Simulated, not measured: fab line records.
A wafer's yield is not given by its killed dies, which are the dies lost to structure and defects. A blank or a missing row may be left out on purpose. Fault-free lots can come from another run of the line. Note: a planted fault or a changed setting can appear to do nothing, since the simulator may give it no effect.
Matching of chambers | flow gf180mcu | GF_V5_CMP_26 on cmp-01 has 4 sister chambers
The step polishes, stops on SiO2, t overpolish 15 s, target thk 0 nm. 4 wafers are shown with their chamber, then 8 later ones without.

WAFERS, EACH WITH ITS CHAMBER
wafer  | chamber | motorCurrentA (A)
L921.2 | 1       | 9.6
L922.5 | 3       | 12.6
L922.6 | 2       | 10.8
L923.1 | 0       | 9.3

WAFERS WITH NO CHAMBER GIVEN
wafer  | motorCurrentA (A)
L923.2 | 8.9
L923.3 | 10.8
L924.2 | 10.8
L924.4 | 9.2
L924.5 | 9.0
L927.1 | 11.6
L927.2 | 9.7
L927.4 | 9.0

WHICH CHAMBER EACH WENT THROUGH
wafer  | from the rows above     | in truth
L923.2 | can't be placed: 0 or 1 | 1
L923.3 | 2                       | 2
L924.2 | 2                       | 2
L924.4 | can't be placed: 0 or 1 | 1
L924.5 | can't be placed: 0 or 1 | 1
L927.1 | can't be placed: 2 or 3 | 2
L927.2 | can't be placed: 1 or 0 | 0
L927.4 | can't be placed: 0 or 1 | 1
2 of 8 placed correctly. Can't be placed from these rows: 6 (the true chamber is among the candidates in 6). 0 placed wrongly.
How it was worked out, from the rows above alone: a wafer's distance from a chamber is the root of the sum, over the readings, of the square of ((its reading less the chamber's mean) divided by the reading's scatter). If the next closest chamber is less than 2 further off than the closest, the wafer can't be placed; otherwise it belongs to the closest. A chamber's mean is the mean of its shown wafers. The scatter: with one shown wafer a chamber, the root of the mean of the squares of how far each hidden wafer lies from its nearest shown one.
